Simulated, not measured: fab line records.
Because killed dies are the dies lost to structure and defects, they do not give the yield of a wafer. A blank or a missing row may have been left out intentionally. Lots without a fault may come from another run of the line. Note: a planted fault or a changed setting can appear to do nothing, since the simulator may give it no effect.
Which of the tools did it? | flow sfq_line | 14 lots with 42 wafers sampled at 4 steps, on a route of 325 steps

== WHAT THE GAUGES SHOWED, per wafer ==
SFQ_L0V_OVL_MEAS_903.
lot  | measured     | on         | L0V_OVL (nm)
L451 | day 7 16:28  | overlay-01 | 2 -1 1
L452 | day 7 18:08  | overlay-01 | 6 10 12
L453 | day 8 00:08  | overlay-02 | -1 -1 -1
L457 | day 9 10:55  | overlay-02 | -13 -9 -15
L458 | day 9 15:43  | overlay-01 | 4 2 4
L460 | day 10 01:19 | overlay-01 | 0 6 -7
L464 | day 10 21:49 | overlay-01 | 8 12 1
L466 | day 11 17:01 | overlay-02 | -2 -4 -2
L468 | day 12 09:56 | overlay-02 | -4 -1 3
L469 | day 12 14:25 | overlay-02 | 0 -2 3
L471 | day 13 05:53 | overlay-02 | 3 2 6
L472 | day 13 11:53 | overlay-01 | -1 3 -5
L473 | day 13 19:05 | overlay-01 | -3 4 2
L474 | day 14 02:17 | overlay-02 | -4 -5 -5

SFQ_I1_BOW_MEAS_912.
lot  | measured     | on            | I1_BOW (um)
L451 | day 23 07:20 | film_metro-01 | 4 7 -1
L452 | day 23 10:22 | film_metro-04 | 1 -13 0
L453 | day 23 13:22 | film_metro-01 | 2 3 3
L457 | day 25 14:04 | film_metro-04 | 5 -4 0
L458 | day 26 08:47 | film_metro-04 | 13 15 8
L460 | day 26 14:49 | film_metro-04 | -6 3 8
L464 | day 27 03:08 | film_metro-01 | -5 -2 -2
L466 | day 27 09:41 | film_metro-01 | 3 -12 0
L468 | day 27 12:39 | film_metro-04 | 8 11 11
L469 | day 27 15:05 | film_metro-01 | 13 9 6
L471 | day 27 18:05 | film_metro-04 | 2 2 -5
L472 | day 27 18:40 | film_metro-01 | 5 1 0
L473 | day 27 21:05 | film_metro-02 | 8 3 -4
L474 | day 28 00:07 | film_metro-01 | 8 -2 -6

SFQ_I2_BOW_MEAS_917.
lot  | measured     | on            | I2_BOW (um)
L451 | day 36 16:53 | film_metro-04 | 3 8 -2
L452 | day 36 19:54 | film_metro-04 | -2 -15 -2
L453 | day 36 21:06 | film_metro-02 | 1 2 3
L457 | day 38 10:17 | film_metro-02 | 8 -2 2
L458 | day 39 10:25 | film_metro-04 | 18 20 12
L460 | day 39 20:33 | film_metro-04 | -5 3 7
L464 | day 40 05:33 | film_metro-02 | -6 -3 -3
L466 | day 40 09:28 | film_metro-02 | 11 -5 9
L468 | day 40 14:31 | film_metro-02 | 10 12 12
L469 | day 40 15:25 | film_metro-03 | 20 17 15
L471 | day 40 20:31 | film_metro-03 | 2 2 -6
L472 | day 40 21:26 | film_metro-04 | 7 3 1
L473 | day 40 23:31 | film_metro-02 | 2 -1 -9
L474 | day 41 03:26 | film_metro-02 | 13 4 -2

== WHAT TOOL EACH LOT RAN ON (gives the tool, then ch and the chambers of the sampled wafers, and finally the start) ==
lot  | SFQ_TRILAYER_M0_LITHO_COAT_026
L451 | litho_track-03 ch 0, day 7 17:40
L452 | litho_track-03 ch 0, day 7 19:35
L453 | litho_track-02 ch 0, day 8 01:23
L457 | litho_track-02 ch 0, day 9 12:06
L458 | litho_track-03 ch 0, day 9 16:54
L460 | litho_track-02 ch 0, day 10 02:36
L464 | litho_track-01 ch 0, day 10 23:06
L466 | litho_track-01 ch 0, day 11 18:18
L468 | litho_track-01 ch 0, day 12 11:08
L469 | litho_track-01 ch 0, day 12 15:36
L471 | litho_track-03 ch 0, day 13 07:05
L472 | litho_track-03 ch 0, day 13 13:08
L473 | litho_track-01 ch 0, day 13 20:17
L474 | litho_track-03 ch 0, day 14 03:32
- SFQ_TRILAYER_M0_LITHO_COAT_026: resist thk 62 nm.

== AS READ BY THE TOOLS THEMSELVES (means over the sampled wafers that have a number; for cases with no such wafer, the mark the record gives instead) ==
SFQ_TRILAYER_M0_LITHO_COAT_026.
lot  | tool           | spin_speed_rpm (rpm)
L451 | litho_track-03 | 3001.0
L452 | litho_track-03 | 3000.1
L453 | litho_track-02 | 3003.3
L457 | litho_track-02 | 3184.6
L458 | litho_track-03 | 3000.1
L460 | litho_track-02 | 3184.1
L464 | litho_track-01 | 2999.5
L466 | litho_track-01 | 2997.8
L468 | litho_track-01 | 3000.3
L469 | litho_track-01 | 3000.3
L471 | litho_track-03 | 3000.0
L472 | litho_track-03 | 3002.2
L473 | litho_track-01 | 3000.7
L474 | litho_track-03 | 2999.9

== THE ANSWER, worked out from the rows above alone ==
Rule: the usual values come from the lots themselves. Put in order of their means at a reading, lots are off if they are a third of the lots or fewer, leave a main group of 4 or more, and stand apart from it by a gap of 3 or more times the standard deviation of the main group's means; of several such gaps the widest counts. The tables above print the reading to a certain number of digits; a main group whose means all agree to those digits is not used. A lot without any number at a reading at which 4 lots or more have one is off too. Any other lot the step has rows for is counted as sound. Order of review: gauges by route order, followed by the tools' own readings, for which a lot's mean as printed above is used. At the first step where some lot is off, the reading lying furthest off is the one used; lots without a number count as furthest.
Off: L457, L460 (SFQ_TRILAYER_M0_LITHO_COAT_026, spin_speed_rpm). The main group: mean 3000.4 rpm, standard deviation 1.3.
If a tool, at that step or one of the process steps before it, ran each lot that is off and ran no sound lot following the first of them, it fits. One candidate fits, namely litho_track-02 at SFQ_TRILAYER_M0_LITHO_COAT_026. A fault onset in the window from L453 (day 8 01:23, its last sound lot) to L457 (day 9 12:06, its first lot off) fits.
On the lots that are off, the tool's own readings at SFQ_TRILAYER_M0_LITHO_COAT_026 differ by more than 5 times the standard deviation of the sound lots' means, which bears it out; spin_speed_rpm reads 3184.3 rpm there versus 3000.4 rpm on the sound lots.

== WHAT THE SIMULATOR HAD PUT IN ==
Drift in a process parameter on litho_track-02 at SFQ_TRILAYER_M0_LITHO_COAT_026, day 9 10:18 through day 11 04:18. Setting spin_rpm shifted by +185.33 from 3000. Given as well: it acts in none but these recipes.
Struck lots among those shown: L457, L460. The same result came from the rule above.
